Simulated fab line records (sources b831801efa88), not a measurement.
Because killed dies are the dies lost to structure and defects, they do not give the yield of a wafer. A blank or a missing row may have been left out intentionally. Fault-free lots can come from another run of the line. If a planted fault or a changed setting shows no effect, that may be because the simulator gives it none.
Problem report in the 8D (eight disciplines) form, filled by code :: flow sky130 :: the parts of the form that need people (team, actions taken, sign-off) are left out

== 1. WHAT WENT WRONG ==
plate_temp_C at SKY_NWELL_SOFTBAKE_06 reads a mean of 108.98 C on 6 wafers of 2 lots; wafers without a fault read 109.99 C with a standard deviation of 0.15. Measured from the usual mean, that is -6.8 standard deviations.
Earliest sighting: wafer L961.1 on litho_track-02 at day 6 18:44. Wafers with a number at this step in the record: 39, from 13 lots. Rule for "out" (also "out of limits"): further than 4 standard deviations from the usual mean. The other wafers with a number count as sound.

== 2. WHAT IT IS AND WHAT IT IS NOT ==
question: which readings at this step
is: plate_temp_C, heater_power_total_W
is not: -

question: which lots
is: L961, L965
is not: L950, L951, L952, L953, L954, L955, L956, L968, L971, L972, L973

question: which wafers of those lots
is: all that have a number
is not: -

question: read on which tools
is: litho_track-02
is not: litho_track-03, litho_track-04

question: when
is: from day 6 18:44
is not: up to then (21 sound wafers); but 12 sound wafers of L968, L971, L972, L973 came after

== 3. SUSPECTS, AND WHAT RULES EACH OUT ==
Counting: a tool at a process step up to the reading stays a suspect if it ran every lot that is out and no sound lot after the first of them.
- litho_track-02 at SKY_NWELL_SOFTBAKE_06: kept. Every lot that is out went through it, starting with L961 (day 6 18:44), and after that it ran no sound lot; the last sound lot it ran before then is L956 (day 5 15:20). Out on those wafers are its own readings of heater_power_total_W, plate_temp_C.
After counting, what remains is litho_track-02 at SKY_NWELL_SOFTBAKE_06.

== 4. THE CAUSE (what the simulator had put in) ==
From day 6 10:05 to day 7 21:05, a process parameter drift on litho_track-02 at SKY_NWELL_SOFTBAKE_06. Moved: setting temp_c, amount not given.
Only this tool survived the counting.

== 5. SEQUENCE OF EFFECTS, ordered by route ==
One row per reading whose mean, taken over the struck wafers that have a number, lies over 3 standard deviations from the usual. Readings are gone through only where the record gives a usual standard deviation; hours: the median, over the lots, of the time from a lot's start at the first step in this table giving one to that lot's start at this step; sigmas: the change measured in usual standard deviations.
hours: 0
step: SKY_NWELL_SOFTBAKE_06
reading: heater_power_total_W
usual: 65.32 W
on struck wafers: 64.45
change: -0.87
sigmas: -6.2

hours: 0
step: SKY_NWELL_SOFTBAKE_06
reading: plate_temp_C
usual: 109.99 C
on struck wafers: 108.98
change: -1.01
sigmas: -6.8
It contains these process steps:
- SKY_NWELL_SOFTBAKE_06
Later measuring or inspecting steps at which every struck wafer that the step has a row for has a number for every such reading, and none has moved that far: SKY_VIA2_CD_MEAS_12.

== 6. WHAT WOULD HAVE CAUGHT IT SOONER ==
9 hours passed between the start of the fault at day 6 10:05 and the first reading out of limits in this record, taken at day 6 18:44.
